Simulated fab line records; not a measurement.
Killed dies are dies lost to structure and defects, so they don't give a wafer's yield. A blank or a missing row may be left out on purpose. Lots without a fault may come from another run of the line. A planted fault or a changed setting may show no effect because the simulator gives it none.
Code-filled problem report in 8D (eight disciplines) form | flow sfq line | the parts of the form that need people (team, actions taken, sign-off) are left out

1. PROBLEM STATEMENT
SFQ_TRILAYER_R5_DEP_SPUTTER_133, cathode dc power W: mean 1039.0 W over 1 wafer from 1 lot; wafers with no fault: 1000.0 W, standard deviation 0.17. That is +99 or more standard deviations from the usual mean.
The step: material MoNx, target thk 40 nm, time 66.7 s.
First observed at day 60 07:04: wafer L421.3, on pvd sputter-06. The record has a number at this step for 15 wafers belonging to 5 lots. By rule, "out" or "out of limits" means more than 4 standard deviations away from the usual mean. Any other wafer with a number is counted as sound.

2. WHAT IT IS, AND WHAT IT ISN'T
question                    | is                 | is not
which readings at this step | cathode dc power W | throttle valve pct
which lots                  | L421               | L407, L416, L417, L426
which wafers of those lots  | L421.3             | L421.2, L421.5
read on which tools         | pvd sputter-06     | pvd sputter-04, pvd sputter-05
when                        | from day 60 07:04  | up to then (11 sound wafers); but 3 sound wafers of L426 came after

3. THE SUSPECTS, EACH WITH WHAT RULES IT OUT
Counting: if a tool at a process step up to the reading ran every lot that is out, it stays a suspect. Sound lots after the first of them don't rule it out here, since some wafers of a struck lot are sound.
- rie metal-01 at SFQ_TRILAYER_M5_BARC_OPEN_METAL_ETCH_161 (etches BARC in O2, target depth 125 nm, time 41.7 s): kept. It ran the lot that is out, L421 (day 60 01:44); its last sound lot up to then is L407 (day 51 04:47).
- pecvd-03 at SFQ_TRILAYER_A5B_DEP_PECVD_129 (deposits SiO2 from SiH4/N2O, time 133.33 s, target thk 600 nm): kept. It ran the lot that is out, L421 (day 60 02:46); its last sound lot up to then is L416 (day 59 07:37).
- pvd sputter-06 at SFQ_TRILAYER_R5_DEP_SPUTTER_133 (material MoNx, target thk 40 nm, time 66.7 s): kept. It ran the lot that is out, L421 (day 60 07:04); its last sound lot up to then is L416 (day 59 11:55). Out on those wafers are its own readings of cathode dc power W.
After the count, these remain: rie metal-01 at SFQ_TRILAYER_M5_BARC_OPEN_METAL_ETCH_161, pecvd-03 at SFQ_TRILAYER_A5B_DEP_PECVD_129 and pvd sputter-06 at SFQ_TRILAYER_R5_DEP_SPUTTER_133.

4. THE CAUSE (what the simulator had put in)
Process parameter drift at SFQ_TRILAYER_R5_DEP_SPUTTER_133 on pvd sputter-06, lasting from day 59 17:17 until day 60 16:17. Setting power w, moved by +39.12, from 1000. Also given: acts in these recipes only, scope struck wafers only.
This tool is one of the 3 suspects left after counting.

5. SEQUENCE OF EFFECTS, ordered by route
Each row: a reading where the mean over the struck wafers with a number is more than 3 standard deviations away from the usual. Scope: only readings with a usual standard deviation given in the record; hours: median across lots of the time from each lot's start at the first step in this table that gives one to its start at this step; sigmas: change in usual standard deviations.
hours | step                            | reading            | usual    | on struck wafers | change | sigmas
0     | SFQ_TRILAYER_R5_DEP_SPUTTER_133 | cathode dc power W | 1000.0 W | 1039.0           | +39.0  | +99 or more
Process steps it contains:
- SFQ_TRILAYER_R5_DEP_SPUTTER_133: material MoNx, target thk 40 nm, time 66.7 s.
Later steps that measure or inspect, where all struck wafers having a row at the step show a number for every such reading and not one has moved that far: SFQ_R5_RS_MEAS_933, SFQ_R5_THK_MEAS_934, SFQ_R5_OVL_MEAS_935, SFQ_I5_OVL_MEAS_936, SFQ_M8_BOW_MEAS_951.

6. HOW IT WOULD HAVE BEEN CAUGHT EARLIER
In this record the first reading out of limits was taken at day 60 07:04, 14 hours after the fault began at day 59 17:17.
